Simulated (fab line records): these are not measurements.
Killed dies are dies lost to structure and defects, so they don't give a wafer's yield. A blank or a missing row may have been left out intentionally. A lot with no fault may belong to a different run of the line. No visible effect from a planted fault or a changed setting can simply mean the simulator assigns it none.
Which tool is to blame?    flow sky130    13 lots with 39 wafers sampled at 5 steps, on a route of 708 steps

WHAT EACH GAUGE READ, for each wafer
SKY_SD_N_OVL_MEAS_08.
lot   measured      on          SD_N_OVL (nm)
L969  day 28 16:17  overlay-02  0.3 1.7 3.6
L970  day 29 03:41  overlay-02  -0.4 -0.4 -0.3
L973  day 30 05:26  overlay-02  0.7 -0.3 0.4
L974  day 30 06:39  overlay-02  2.2 2.4 -0.6
L976  day 31 05:57  overlay-01  2.2 2.0 1.5
L977  day 31 13:25  overlay-02  2.3 3.1 4.1
L978  day 31 20:32  overlay-02  269.5 271.6 271.5
L980  day 32 13:11  overlay-01  270.3 267.3 269.0
L982  day 33 00:14  overlay-01  271.2 269.1 270.9
L983  day 33 10:39  overlay-02  0.8 0.9 0.9
L985  day 34 06:53  overlay-01  270.0 272.1 269.7
L989  day 35 05:26  overlay-02  0.8 2.4 0.7
L992  day 35 19:41  overlay-02  -1.9 -0.8 -1.0

SKY_LI_CONTACT_BOW_MEAS_03.
lot   measured      on             LI_CONTACT_BOW (um)
L969  day 28 17:53  film-metro-04  65 55 57
L970  day 29 05:16  film-metro-03  57 52 59
L973  day 30 07:00  film-metro-04  54 50 55
L974  day 30 08:16  film-metro-01  68 61 55
L976  day 31 07:37  film-metro-03  53 56 53
L977  day 31 14:59  film-metro-01  67 58 64
L978  day 31 22:07  film-metro-03  52 63 57
L980  day 32 14:46  film-metro-04  57 52 68
L982  day 33 01:50  film-metro-01  40 46 57
L983  day 33 12:14  film-metro-01  45 55 60
L985  day 34 08:28  film-metro-01  66 58 64
L989  day 35 07:00  film-metro-03  53 60 57
L992  day 35 21:16  film-metro-04  60 55 55

SKY_LI_CONTACT_OVL_MEAS_13.
lot   measured      on          LI_CONTACT_OVL (nm)
L969  day 29 22:20  overlay-02  2 0 0
L970  day 30 08:55  overlay-01  -1 9 -2
L973  day 31 12:10  overlay-01  16 6 7
L974  day 31 13:08  overlay-02  -4 -4 1
L976  day 32 12:26  overlay-02  21 11 15
L977  day 32 18:40  overlay-02  12 1 2
L978  day 33 02:20  overlay-02  10 11 10
L980  day 33 18:23  overlay-02  6 8 5
L982  day 34 05:10  overlay-02  9 13 9
L983  day 34 15:56  overlay-02  8 7 6
L985  day 35 12:13  overlay-01  2 0 4
L989  day 36 09:56  overlay-02  -2 -6 6
L992  day 37 00:05  overlay-01  -1 5 -2

EACH LOT AND THE TOOL THAT RAN IT (in order: tool; ch and the chambers of the sampled wafers; start)
lot   SKY_SPACER_ETCHBACK_02              SKY_SD_N_EXPOSE_04
L969  rie-diel-01 ch 2,3, day 23 15:20    iline-stepper-02 ch 0, day 28 01:53
L970  rie-diel-02 ch 0,1,3, day 24 04:02  iline-stepper-02 ch 0, day 28 13:34
L973  rie-diel-02 ch 1,3, day 25 06:26    iline-stepper-02 ch 0, day 29 14:37
L974  rie-diel-01 ch 0,1, day 25 08:29    iline-stepper-01 ch 0, day 29 16:47
L976  rie-diel-03 ch 0,2, day 26 09:02    iline-stepper-01 ch 0, day 30 15:34
L977  rie-diel-02 ch 0,1,3, day 26 18:08  iline-stepper-01 ch 0, day 30 23:39
L978  rie-diel-03 ch 0,1,3, day 27 01:52  iline-stepper-01 ch 0, day 31 07:14
L980  rie-diel-02 ch 1,2,3, day 27 16:53  iline-stepper-01 ch 0, day 31 22:38
L982  rie-diel-03 ch 0,1,3, day 28 06:46  iline-stepper-01 ch 0, day 32 10:29
L983  rie-diel-03 ch 0,3, day 28 16:46    iline-stepper-02 ch 0, day 32 20:49
L985  rie-diel-03 ch 0,1,3, day 29 13:35  iline-stepper-01 ch 0, day 33 16:58
L989  rie-diel-01 ch 0,2,3, day 30 13:02  iline-stepper-02 ch 0, day 34 16:01
L992  rie-diel-01 ch 0,1, day 31 05:26    iline-stepper-02 ch 0, day 35 05:49
- SKY_SPACER_ETCHBACK_02: etches Si3N4 in CH3F/O2, stops on SiO2, time 46.7 s, target depth 45 nm.
- SKY_SD_N_EXPOSE_04: exposes mask NSDM, target cd 380 nm.

WHAT THE TOOLS THEMSELVES READ (means of the sampled wafers that have a number; where no wafer has one, the mark that the record gives instead)
SKY_SPACER_ETCHBACK_02.
lot   tool         O2_flow_sccm (sccm)  drypump-motor-current-A (A)  oes-product-au (a.u.)  throttle-valve-pct (%)
L969  rie-diel-01  30.00                5.1                          0.857                  10.549
L970  rie-diel-02  30.04                5.6                          0.858                  10.568
L973  rie-diel-02  30.05                5.5                          0.861                  10.572
L974  rie-diel-01  30.04                6.1                          0.855                  10.564
L976  rie-diel-03  29.96                5.8                          0.852                  10.566
L977  rie-diel-02  30.00                5.6                          0.854                  10.558
L978  rie-diel-03  29.98                5.5                          0.855                  10.557
L980  rie-diel-02  30.06                5.6                          0.856                  10.557
L982  rie-diel-03  30.10                5.5                          0.860                  10.560
L983  rie-diel-03  30.04                5.3                          0.852                  10.557
L985  rie-diel-03  29.99                5.5                          0.853                  10.560
L989  rie-diel-01  29.98                5.3                          0.856                  10.567
L992  rie-diel-01  29.98                6.4                          0.858                  10.557

THE ANSWER, worked out from the rows above alone
Rule: the usual values come from the lots themselves. The widest of any qualifying gaps counts: lots, ordered by their means at a reading, are off when they make up no more than a third of the lots, leave a main group of 4 or more, and stand apart from it by 3 or more times the standard deviation of that group's means. A main group whose means are all the same, to the digits that the tables above print for the reading, isn't used. A lot without any number at a reading at which 4 lots or more have one is off too. The other lots that the step has rows for count as sound. Order of review: gauges by route order, followed by the tools' own readings, for which a lot's mean as printed above is used. The first step at which some lot is off is used, and at that step the reading that is off furthest; a lot without a number counts as furthest.
Off: at SKY_SD_N_OVL_MEAS_08 (SD_N_OVL), L978, L980, L982, L985. The main group: mean 1.0 nm, standard deviation 1.2.
If a tool, at a process step before that reading, ran all the lots that are off and no sound lot after the first of them, it fits. Those tools and the gauges at SKY_SD_N_OVL_MEAS_08 are tried in the same way. One candidate fits, namely iline-stepper-01 at SKY_SD_N_EXPOSE_04. A fault onset in the window from L977 (day 30 23:39, its last sound lot) to L978 (day 31 07:14, its first lot off) fits.

WHAT THE SIMULATOR HAD PUT IN
Scanner matching overlay: iline-stepper-01, from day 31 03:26 on, at SKY_SD_N_EXPOSE_04. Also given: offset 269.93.
Shown lots that were struck: L978, L980, L982, L985. This agrees with what the rule above found.
